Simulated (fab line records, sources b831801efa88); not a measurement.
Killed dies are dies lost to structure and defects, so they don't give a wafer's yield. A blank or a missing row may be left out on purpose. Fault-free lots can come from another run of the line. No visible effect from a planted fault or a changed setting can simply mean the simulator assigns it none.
Problem report, 8D (eight disciplines) form, completed by code    flow gf180mcu    the parts of the form that need people (team, actions taken, sign-off) are left out

== 1. WHAT IS WRONG ==
POLY_GATE_CVD_00_THK at GF_POLY_GATE_THK_MEAS_01 reads a mean of 132.4 nm on 3 wafers of 1 lot; wafers without a fault read 200.0 nm with a standard deviation of 1.9. That is -36 standard deviations from the usual mean.
Seen first at day 13 11:32 on filmMetro-01, wafer L608.1. Wafers with a number at this step in the record: 36, from 12 lots. The rule behind "out" and "out of limits": a value lying over 4 standard deviations away from the usual mean. All remaining wafers that have a number are taken as sound.

== 2. WHAT THIS IS AND IS NOT ==
question                     is                      is not
which readings at this step  POLY_GATE_CVD_00_THK    -
which lots                   L608                    L591, L592, L593, L594, L595, L596, L598, L600, L601, L603, L607
which wafers of those lots   all that have a number  -
read on which gauges         filmMetro-01            filmMetro-02
when                         from day 13 11:32       up to then (33 sound wafers)

== 3. WHAT RULES OUT EACH SUSPECT ==
Counting: a tool stays on the suspect list if, at a process step up to the reading, it processed all lots that are out and no sound lot following the first of them.
- the gauge at GF_POLY_GATE_THK_MEAS_01 is ruled out. All the wafers that are out were read on filmMetro-01, but those of them that GF_POLY_GATE_ETCH_13 has rows for are out there too, on other tools.
- rtpAnneal-02 at GF_VT_IMPLANT_RTA_45 (time 30 s): kept. It ran the lot that is out, L608 (day 12 10:42), and no sound lot after that; its last sound lot up to then is L603 (day 11 05:16).
- lpcvd-02 at GF_POLY_GATE_CVD_00 (deposits poly-Si, target thk 200 nm, time 1200 s): kept. It ran the lot that is out, L608 (day 13 10:12), and no sound lot after that; its last sound lot up to then is L600 (day 11 08:22).
The count leaves lpcvd-02 at GF_POLY_GATE_CVD_00 and rtpAnneal-02 at GF_VT_IMPLANT_RTA_45.

== 4. THE CAUSE (what the simulator had put in) ==
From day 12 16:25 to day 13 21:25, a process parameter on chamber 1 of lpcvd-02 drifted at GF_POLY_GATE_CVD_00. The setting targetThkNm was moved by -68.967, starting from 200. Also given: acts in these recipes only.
Of the 2 suspects that counting leaves, this tool is one.

== 5. THE EFFECT CHAIN, in route order ==
One row per reading whose mean, taken over the struck wafers that have a number, lies over 3 standard deviations from the usual. Only readings for which the record gives a usual standard deviation are gone through. hours: the time from each lot's start at the first step in this table that gives one to its start at this step, as a median over the lots. sigmas: the change in usual standard deviations.
hours  step                      reading               usual       on struck wafers  change  sigmas
0      GF_POLY_GATE_THK_MEAS_01  POLY_GATE_CVD_00_THK  200.0 nm    132.4             -67.6   -36
21     GF_POLY_GATE_ETCH_13      oesProductAu          0.989 a.u.  0.758             -0.231  -29
Here are the process steps it includes:
- GF_POLY_GATE_ETCH_13: etches poly-Si in HBr/Cl2, stops on SiO2, target depth 198.5 nm, time 69.6 s.
Later steps that measure or inspect, where all struck wafers having a row at the step show a number for every such reading and not one has moved that far: GF_SAB_THK_MEAS_01.

== 6. WHAT WOULD HAVE CAUGHT IT SOONER ==
Counted from the fault's start at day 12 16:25, it took 19 hours until the first out-of-limits reading at a measuring or inspecting step in this record, taken at day 13 11:32.
An alarm limit of 4 standard deviations would not have fired on the tool readings at GF_POLY_GATE_CVD_00 for which the record gives a usual standard deviation, since none of them was out on any struck wafer.
By day 13 11:32, every lot that is out (1) had started GF_POLY_GATE_CVD_00 on lpcvd-02. Tool hold at that time: it would have spared none of them.
